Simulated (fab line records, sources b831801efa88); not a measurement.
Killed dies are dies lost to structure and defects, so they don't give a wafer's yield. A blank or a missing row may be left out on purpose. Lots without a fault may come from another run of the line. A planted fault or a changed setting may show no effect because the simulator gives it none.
Which tool did it? | flow sky130 | 7 lots, 21 wafers sampled, at 2 steps of a route of 708

WHAT THE GAUGES READ, wafer by wafer
SKY_NWELL_TW_MEAS_15.
lot  | measured     | on            | NWELL_TW
L763 | day 4 23:41  | film_metro-03 | 1807 1801 1811
L766 | day 5 14:32  | film_metro-01 | 1815 1813 1815
L771 | day 6 16:23  | film_metro-01 | 1821 1820 1826
L775 | day 7 18:19  | film_metro-01 | 1810 1809 1807
L781 | day 9 05:28  | film_metro-04 | 1812 1822 1811
L783 | day 9 14:43  | film_metro-01 | 1816 1824 1827
L785 | day 10 07:32 | film_metro-04 | 1819 1803 1820

WHICH TOOL RAN EACH LOT (tool, then ch and the chambers of the sampled wafers, then the start)
lot  | SKY_NWELL_IMPLANT_11
L763 | implanter-03 ch 0, day 4 23:10
L766 | implanter-02 ch 0, day 5 13:59
L771 | implanter-02 ch 0, day 6 15:50
L775 | implanter-04 ch 0, day 7 17:46
L781 | implanter-04 ch 0, day 9 04:55
L783 | implanter-04 ch 0, day 9 14:11
L785 | implanter-03 ch 0, day 10 06:59
- SKY_NWELL_IMPLANT_11

THE ANSWER, worked out from the rows above alone
Rule: what is usual is taken from the lots themselves. Put in order of their means at a reading, lots are off if they are a third of the lots or fewer, leave a main group of 4 or more, and stand apart from it by a gap of 3 or more times the standard deviation of the main group's means; of several such gaps the widest counts. A main group whose means are all the same, to the digits that the tables above print for the reading, isn't used. A lot without any number at a reading at which 4 lots or more have one is off too. The other lots that the step has rows for count as sound.
No lot is off at any reading shown: from this, nothing can be told.

WHAT THE SIMULATOR HAD PUT IN
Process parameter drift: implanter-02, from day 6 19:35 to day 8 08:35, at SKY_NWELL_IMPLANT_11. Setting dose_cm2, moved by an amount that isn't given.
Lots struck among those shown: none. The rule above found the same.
